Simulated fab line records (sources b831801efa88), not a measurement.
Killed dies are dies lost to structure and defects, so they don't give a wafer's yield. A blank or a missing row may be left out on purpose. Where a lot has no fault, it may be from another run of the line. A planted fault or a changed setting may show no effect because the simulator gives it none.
A struck lot beside a sound one ; flow gf180mcu ; 14 out of 602 route steps
Sound: these wafers, L581.4, L581.5, L581.6. Wafers L574.1, L574.3, L574.6 were the ones struck. Last of all comes the cause.
Order at every step that has rows: each side's tool, ch and its chambers, its first start. Under that, the readings that differ: sound wafers ; struck wafers ; difference of the means ; sigmas: that difference in standard deviations of wafers without a fault.
alike: words and numbers the same on both sides, and readings whose means are apart by under 2 such deviations; not compared: readings that were withheld, readings missing a value for some wafer, numbers with overlapping values and no deviation given by the record, and bounds like >300 which may hide the same value.
Wherever a step has rows on one side only, a row that says differs or no value, or a row with sigmas, the two part there. Numbers that have no deviation but don't overlap get no sigmas and don't part them. A reading missing from all wafers of one side parts the sides only when that side holds two or more wafers.

GF_V2_CMP_26: polishes, stops on SiO2, t overpolish 15 s, target thk 0 nm.
  sound on cmp-02 ch 0,1,2, day 26 03:16; struck on cmp-02 ch 0,1,3, day 23 23:40
  alike: edge-zone-pressure-frac, motor-current-A, overpolish-run-s, time-to-endpoint-s
GF_M3_SPUTTER_00: material Ti, target thk 37.5 nm, time 150 s.
  sound on pvd-sputter-01 at day 26 03:28; struck on pvd-sputter-04 at day 23 23:58
  alike: throttle-valve-pct
then, 1 step without rows for these wafers: GF_M3_SPUTTER_01 (material TiN, target thk 30 nm, time 25 s).
GF_M3_SPUTTER_02: material AlCu, target thk 450 nm, time 23.9 s.
  sound on pvd-sputter-01 at day 26 03:36; struck on pvd-sputter-04 at day 24 00:07
  alike: throttle-valve-pct
GF_M3_SPUTTER_03: material Ti, target thk 10 nm, time 6.7 s.
  sound on pvd-sputter-01 at day 26 03:38; struck on pvd-sputter-04 at day 24 00:08
  alike: throttle-valve-pct
GF_M3_SPUTTER_04: material TiN, target thk 50 nm, time 41.7 s.
  sound on pvd-sputter-01 at day 26 03:39; struck on pvd-sputter-04 at day 24 00:10
  alike: throttle-valve-pct
GF_M3_RS_MEAS_05: the measuring method here is four-point-probe.
  sound on film-metro-04 at day 26 03:45; struck on film-metro-01 at day 24 00:12
  alike: M3_ALCU_RS
GF_M3_THK_MEAS_06: measures by xrf.
  sound on film-metro-04 at day 26 03:50; struck on film-metro-01 at day 24 00:19
  alike: M3_ALCU_THK
then, 4 steps without rows for these wafers: GF_M3_DEHYDRATE_07 (time 60 s); GF_M3_HMDS_08 (prime time 60 s); GF_M3_COAT_09 (resist thk 1000 nm); GF_M3_SOFTBAKE_10 (time 60 s).
GF_M3_EXPOSE_11: exposes mask Metal3, target cd 280 nm.
  sound on krf-scanner-01 ch 0, day 26 14:40; struck on krf-scanner-02, day 24 11:23
  no value came back on the struck wafers for exposure-dose-mJ-cm2, focus-offset-nm (nm); on the sound wafers exposure-dose-mJ-cm2 reads 27.989 27.964 27.990
  alike: mask
then, 1 step without rows for these wafers: GF_M3_PEB_12 (peb time 90 s).

## WHERE THEY PART
Only at GF_M3_EXPOSE_11, as far as this record shows.

WHY: the cause the simulator had injected
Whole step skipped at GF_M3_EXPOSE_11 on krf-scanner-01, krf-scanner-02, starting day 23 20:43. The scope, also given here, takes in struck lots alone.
